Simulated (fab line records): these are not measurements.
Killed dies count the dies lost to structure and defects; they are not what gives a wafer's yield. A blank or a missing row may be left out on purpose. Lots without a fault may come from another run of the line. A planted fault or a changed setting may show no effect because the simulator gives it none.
fab line records	flow gf180mcu
record lots=7	wafers=21	last-day=33
route steps=602 shown M1@323 V1@335
lots that met no fault: from a run of the same line without faults
start-h: hours from the record's first day to the start of the lot's first wafer shown	wait-h: hours since the lot's step before	" the same as in the row above	L1.1+2: several wafers, shown together as one row	- no value present, or no start provided	* or withheld: withheld	< > ~ a bound
route shown NAME@n: NAME is a module with steps in the file, n the number in the route of the first one	usual: the fault-free wafers' mean and standard deviation	same: alike in all rows	chamber/n: place in a boat	sites: readings site by site	_std_site: the values' standard deviation	_edge_site: the outer-site mean with the inner-site mean subtracted	radius-mm: for every site, how far away it sits from the centre of the wafer	mask NAME#n: copy n	behind: tool/chamber where the wafer was last shaped	hold: why the lot went on hold/how many hours it stayed there/how the hold came to an end	device: names the non-switching transistor (n, p or np)	end of line: tests of these same wafers at the route's end	a step with no rows: only its recipe	killed: count of dies lost to structure and defects at first sort (not the wafer's yield)	map: per-die view of a wafer (x killed, . not killed, _ where there is no die)
set.NAME: the setting the step ran with; set.NAME@STEP: the setting that earlier step ran with	model.NAME: the simulator's own value behind a step, which no gauge read
a table for each step, a row for each wafer; lots at some steps of the route
services: when a tool's chamber went out of use (start-h, in hours from the record's first day, below 0 if earlier), for how many hours, and the reason
## steps
# step GF_M1_HMDS_08
# recipe prime-time-s=60	prime-temp-c=120
# step GF_M1_COAT_09
# recipe resist=KrF	spin-rpm=withheld	resist-thk-nm=1000
# step GF_M1_SOFTBAKE_10
# recipe temp-c=130	time-s=60	resist=KrF
# step GF_M1_EXPOSE_11
# recipe mask-id=Metal1	target-cd-nm=230	na=0.68	source-shape=conventional	sigma-outer=0.6	dose-mj=28
# step GF_M1_PEB_12
# recipe peb-temp-c=135	peb-time-s=90	resist=KrF
# step GF_M1_DEVELOP_13
# recipe develop-time-s=60	dev-temp-c=21
# step GF_M1_CD_MEAS_14
# recipe target-cd-nm=230
# usual cd-nm=230.1/1.3
lot.wafer	tool	chamber	start-h	wait-h	cd-nm
L458.1	cd-sem-02	-	379.78	0.1	230.9
L458.2	"	-	"	"	230.0
L458.3	"	-	"	"	231.0
L465.1	cd-sem-01	-	456.14	0.1	230.9
L465.2	"	-	"	"	227.9
L465.4	"	-	"	"	230.0
L466.1	cd-sem-01	-	457.44	0.1	228.3
L466.3	"	-	"	"	229.2
L466.4	"	-	"	"	229.1
L467.2	cd-sem-02	-	464.22	0.1	230.4
L467.5	"	-	"	"	231.0
L467.6	"	-	"	"	229.8
L473.1	cd-sem-01	-	522.69	0.1	231.8
L473.5	"	-	"	"	232.3
L473.6	"	-	"	"	231.5
L474.1	cd-sem-01	-	526.70	0.1	231.3
L474.3	"	-	"	"	231.4
L474.4	"	-	"	"	232.4
L476.1	cd-sem-01	-	543.94	0.1	228.0
L476.2	"	-	"	"	229.2
L476.3	"	-	"	"	228.5
# step GF_M1_OVL_MEAS_15
# usual M1_OVL=0/6.3
lot.wafer	tool	chamber	start-h	wait-h	M1_OVL[nm]
L458.1	overlay-01	-	379.90	0.1	-2
L458.2	"	-	"	"	-8
L458.3	"	-	"	"	-8
L465.1	overlay-01	-	456.26	0.1	5
L465.2	"	-	"	"	5
L465.4	"	-	"	"	0
L466.1	overlay-01	-	457.56	0.1	12
L466.3	"	-	"	"	-4
L466.4	"	-	"	"	5
L467.2	overlay-01	-	464.33	0.1	6
L467.5	"	-	"	"	12
L467.6	"	-	"	"	3
L473.1	overlay-02	-	522.81	0.1	2
L473.5	"	-	"	"	0
L473.6	"	-	"	"	2
L474.1	overlay-01	-	526.82	0.1	0
L474.3	"	-	"	"	10
L474.4	"	-	"	"	2
L476.1	overlay-02	-	544.06	0.1	-8
L476.2	"	-	"	"	-1
L476.3	"	-	"	"	-5
# step GF_M1_METAL_ETCH_16
# recipe chemistry=Cl2/BCl3	mask-material=KrF	target-depth-nm=627.5	stop-on=SiO2	pressure-mtorr=8	icp-w=800	bias-w=140	Cl2_flow_sccm=80	bcl3-flow-sccm=40	time-s=104.6
# usual drypump-motor-current-A=5.9/0.43	oes-product-au=0.979/0.0064	throttle-valve-pct=28.244/0.01
lot.wafer	tool	chamber	start-h	wait-h	drypump-motor-current-A	oes-product-au	rf-hours-counter-h	throttle-valve-pct
L458.1	rie-metal-02	1	379.93	0.0	5.4	0.982	8	28.245
L458.2	"	0	"	"	6.1	0.969	9	28.251
L458.3	"	1	"	"	5.4	0.977	-	28.259
L465.1	rie-metal-03	1	456.30	0.0	5.4	0.974	1	28.248
L465.2	"	0	"	"	6.7	0.983	11	28.234
L465.4	"	1	"	"	5.4	0.982	-	28.230
L466.1	rie-metal-01	1	457.60	0.0	5.8	0.969	8	28.279
L466.3	"	1	"	"	5.8	0.982	-	28.218
L466.4	"	0	"	"	5.7	0.974	-	28.239
L467.2	rie-metal-01	0	464.36	0.0	5.7	0.976	3	28.251
L467.5	"	0	"	"	5.7	0.968	-	28.267
L467.6	"	1	"	"	5.8	0.973	-	28.254
L473.1	rie-metal-01	1	522.85	0.0	5.8	0.990	10	28.241
L473.5	"	0	"	"	5.7	0.994	-	28.245
L473.6	"	1	"	"	5.8	0.970	-	28.240
L474.1	rie-metal-02	0	526.86	0.0	6.1	0.975	1	28.255
L474.3	"	1	"	"	5.4	0.973	-	28.243
L474.4	"	0	"	"	6.1	0.981	-	28.245
L476.1	rie-metal-02	1	544.10	0.0	5.4	0.971	11	28.241
L476.2	"	0	"	"	6.1	0.969	2	28.259
L476.3	"	0	"	"	6.1	0.978	-	28.245
# step GF_M1_STRIP_17
# recipe chemistry=O2/N2	power-w=1400	pressure-mtorr=1500	platen-temp-c=250	o2-flow-sccm=3000	n2-flow-sccm=300	overash-fraction=0.5
# usual drypump-motor-current-A=5.93/0.24	heater-power-w=345/29	n2-flow-sccm=300.2/0.94	oes-product-au=0.558/0.0049	strip-time-to-endpoint-s=7.88/0.048
lot.wafer	tool	chamber	start-h	wait-h	drypump-motor-current-A	heater-power-w	n2-flow-sccm	oes-product-au	rf-hours-counter-h	strip-time-to-endpoint-s
L458.1	plasma-asher-02	1	380.05	0.1	5.96	311	299.6	0.551	27	7.89
L458.2	"	0	"	"	6.18	376	299.5	0.557	27	7.94
L458.3	"	1	"	"	5.95	317	300.6	0.569	-	7.93
L465.1	plasma-asher-03	1	456.41	0.1	5.87	340	299.3	0.562	71	7.98
L465.2	"	0	"	"	5.47	324	299.7	0.557	71	7.90
L465.4	"	1	"	"	5.84	330	300.6	0.564	-	7.98
L466.1	plasma-asher-02	1	457.71	0.1	5.99	308	300.6	0.563	35	7.89
L466.3	"	0	"	"	6.16	373	300.7	0.560	-	7.86
L466.4	"	1	"	"	5.95	310	300.9	0.550	-	7.89
L467.2	plasma-asher-02	1	464.47	0.1	5.96	309	300.0	0.569	36	7.86
L467.5	"	1	"	"	5.95	308	300.3	0.560	-	7.85
L467.6	"	0	"	"	6.18	372	300.7	0.552	-	7.81
L473.1	plasma-asher-04	1	522.96	0.1	5.81	385	299.5	0.558	10	7.85
L473.5	"	0	"	"	6.17	363	302.4	0.548	-	7.85
L473.6	"	1	"	"	5.85	387	299.3	0.554	-	7.80
L474.1	plasma-asher-02	0	526.97	0.1	6.18	378	299.6	0.555	43	7.91
L474.3	"	1	"	"	5.99	317	301.6	0.559	-	7.92
L474.4	"	0	"	"	6.22	364	300.1	0.556	-	7.88
L476.1	plasma-asher-04	0	544.21	0.1	6.16	358	298.5	0.553	12	7.83
L476.2	"	1	"	"	5.81	394	300.4	0.558	12	7.87
L476.3	"	0	"	"	6.18	373	299.2	0.556	-	7.87
# step GF_M1_STRIP_18
# recipe chemistry=post-etch-residue-remover	time-s=1200	temp-c=72.5
# step GF_M1_CLEAN_19
# recipe chemistry=DIW	dry=n2-spin
# step GF_V1_CVD_00
# recipe material=SiO2	target-thk-nm=600	sigma-open-frac=0.3	temp-c=400	time-s=100	sih4-flow-sccm=60	pressure-mtorr=6
# usual pressure-mtorr=6.001/0.012	run-length-s=127.6/0.42
lot.wafer	tool	chamber	start-h	wait-h	pressure-mtorr	run-length-s
L458.1	hdpcvd-02	1	380.63	0.0	5.983	127.9
L458.2	"	2	"	"	5.999	127.2
L458.3	"	0	"	"	6.023	127.3
L465.1	hdpcvd-01	0	457.29	0.0	-	-
L465.2	"	2	"	"	-	-
L465.4	"	2	"	"	-	-
L466.1	hdpcvd-01	0	458.59	0.0	-	-
L466.3	"	2	"	"	-	-
L466.4	"	1	"	"	-	-
L467.2	hdpcvd-02	1	465.00	0.0	-	-
L467.5	"	1	"	"	-	-
L467.6	"	0	"	"	-	-
L473.1	hdpcvd-02	2	523.52	0.0	5.998	127.0
L473.5	"	1	"	"	6.019	127.7
L473.6	"	0	"	"	5.993	127.9
L474.1	hdpcvd-02	1	527.53	0.0	6.018	127.7
L474.3	"	0	"	"	6.005	127.3
L474.4	"	2	"	"	6.011	126.8
L476.1	hdpcvd-02	1	545.10	0.0	6.001	127.5
L476.2	"	0	"	"	6.002	127.3
L476.3	"	2	"	"	5.996	126.8
# step GF_V1_CVD_02
# recipe material=SiO2	target-thk-nm=850	precursor=TEOS	temp-c=400	time-s=94.851	rf-w=600
# usual heater-power-outer-w=363/57	heater-power-w=618/79
lot.wafer	tool	chamber	start-h	wait-h	heater-power-outer-w	heater-power-w
L458.1	pecvd-01	2	380.76	0.1	412	674
L458.2	"	1	"	"	410	695
L458.3	"	0	"	"	393	657
L465.1	pecvd-01	2	457.42	0.1	381	633
L465.2	"	1	"	"	401	722
L465.4	"	1	"	"	300	573
L466.1	pecvd-01	0	458.72	0.1	366	630
L466.3	"	1	"	"	323	585
L466.4	"	1	"	"	371	629
L467.2	pecvd-01	1	465.14	0.0	386	674
L467.5	"	0	"	"	296	517
L467.6	"	1	"	"	407	684
L473.1	pecvd-03	2	523.66	0.1	383	591
L473.5	"	1	"	"	312	553
L473.6	"	0	"	"	290	479
L474.1	pecvd-03	1	527.67	0.1	324	554
L474.3	"	0	"	"	390	633
L474.4	"	0	"	"	295	518
L476.1	pecvd-02	0	545.23	0.1	382	693
L476.2	"	1	"	"	393	708
L476.3	"	2	"	"	485	781
# step GF_V1_CMP_04
# recipe material=SiO2	down-force-psi=4	platen-rpm=60	pad-velocity-m-s=0.94248
# usual motor-current-A=11.9/1.3	slurry-flow-ml-min=150.0/0.48
lot.wafer	tool	chamber	start-h	wait-h	motor-current-A	slurry-flow-ml-min
L458.3	cmp-02	3	380.89	0.0	11.3	150.1
L458.2	"	1	"	"	10.9	148.9
L458.1	"	2	"	"	12.5	149.6
L465.2	cmp-02	3	457.55	0.0	10.7	150.3
L465.4	"	0	"	"	13.8	149.9
L465.1	"	1	"	"	11.3	149.3
L466.1	cmp-02	2	458.85	0.1	13.0	150.2
L466.3	"	3	"	"	10.7	150.3
L466.4	"	0	"	"	14.2	149.7
L467.2	cmp-02	0	465.37	0.1	13.9	150.4
L467.6	"	2	"	"	12.3	149.9
L467.5	"	3	"	"	10.8	150.0
L473.1	cmp-02	1	523.79	0.1	11.3	149.8
L473.5	"	1	"	"	11.0	150.0
L473.6	"	2	"	"	12.8	149.5
L474.3	cmp-01	3	527.80	0.0	11.0	149.8
L474.1	"	0	"	"	10.8	150.0
L474.4	"	2	"	"	11.7	150.2
L476.3	cmp-01	0	545.41	0.1	9.9	149.9
L476.1	"	1	"	"	13.3	149.9
L476.2	"	2	"	"	12.2	150.0
# step GF_V1_BOW_MEAS_05
# recipe mode=bow
# usual V1_BOW=81/7.4
lot.wafer	tool	chamber	start-h	wait-h	V1_BOW[um]
L458.1	film-metro-01	-	381.19	0.1	79
L458.2	"	-	"	"	72
L458.3	"	-	"	"	78
L465.1	film-metro-04	-	457.85	0.1	50
L465.2	"	-	"	"	39
L465.4	"	-	"	"	50
L466.1	film-metro-02	-	459.15	0.2	52
L466.3	"	-	"	"	56
L466.4	"	-	"	"	48
L467.2	film-metro-04	-	465.59	0.2	48
L467.5	"	-	"	"	51
L467.6	"	-	"	"	57
L473.1	film-metro-04	-	524.09	0.2	87
L473.5	"	-	"	"	79
L473.6	"	-	"	"	86
L474.1	film-metro-04	-	528.10	0.2	86
L474.3	"	-	"	"	71
L474.4	"	-	"	"	80
L476.1	film-metro-04	-	545.66	0.1	81
L476.2	"	-	"	"	89
L476.3	"	-	"	"	86
# step GF_V1_DEHYDRATE_06
# recipe temp-c=200	time-s=60
## services
tool	chamber	start-h	hours	kind
pecvd-01	1	359.25	9.3	repair
cmp-01	-	360.07	12.1	pm
hdpcvd-02	-	373.84	0.7	repair
cmp-01	-	379.62	2.8	pm
cmp-01	-	383.28	0.8	repair
pecvd-03	-	386.50	0.9	repair
rie-metal-01	-	393.75	0.2	repair
cmp-02	-	404.00	4.0	pm
rie-metal-01	-	407.56	14.6	pm
pecvd-01	2	410.58	5.7	repair
rie-metal-02	-	420.06	2.2	repair
plasma-asher-04	-	421.25	9.0	pm
hdpcvd-02	-	456.34	2.8	pm
hdpcvd-01	2	459.52	1.8	repair
hdpcvd-01	-	471.71	5.5	pm
plasma-asher-02	-	472.42	1.8	repair
rie-metal-01	1	477.01	3.0	repair
rie-metal-02	-	480.29	2.6	repair
pecvd-03	1	491.16	4.6	repair
hdpcvd-01	-	514.48	0.6	repair
hdpcvd-01	-	526.78	0.8	pm
rie-metal-01	-	535.48	3.0	repair
hdpcvd-01	-	539.25	15.0	pm
hdpcvd-02	-	543.72	0.6	repair
## key
first-sign step=GF_V1_CVD_00	reading=tool-record	direction=missing
effect step=GF_V1_BOW_MEAS_05	reading=V1_BOW	direction=down	sigmas=4.1	usual=81	struck=50
met-at GF_V1_CVD_00
struck-wafers L465.1,L465.2,L465.4,L466.1,L466.3,L466.4,L467.2,L467.5,L467.6
later-rows-left-out L465.1,L465.2,L465.4,L466.1,L466.3,L466.4,L467.2,L467.5,L467.6
sort-left-out L465.1,L465.2,L465.4,L466.1,L466.3,L466.4,L467.2,L467.5,L467.6
onset-between 380.63 457.29
fault kind=skipped-step-whole	tool=hdpcvd-01,hdpcvd-02	chamber=-	onset-h=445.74	steps=GF_V1_CVD_00	scope=struck-lots-only
# sort-left-out: the simulated sort isn't trusted on such a fault, so these wafers' sort isn't shown, and their yield isn't known
# later-rows-left-out: the simulator's readings of these wafers behind a module that went badly wrong aren't trusted and aren't shown, but for the sort
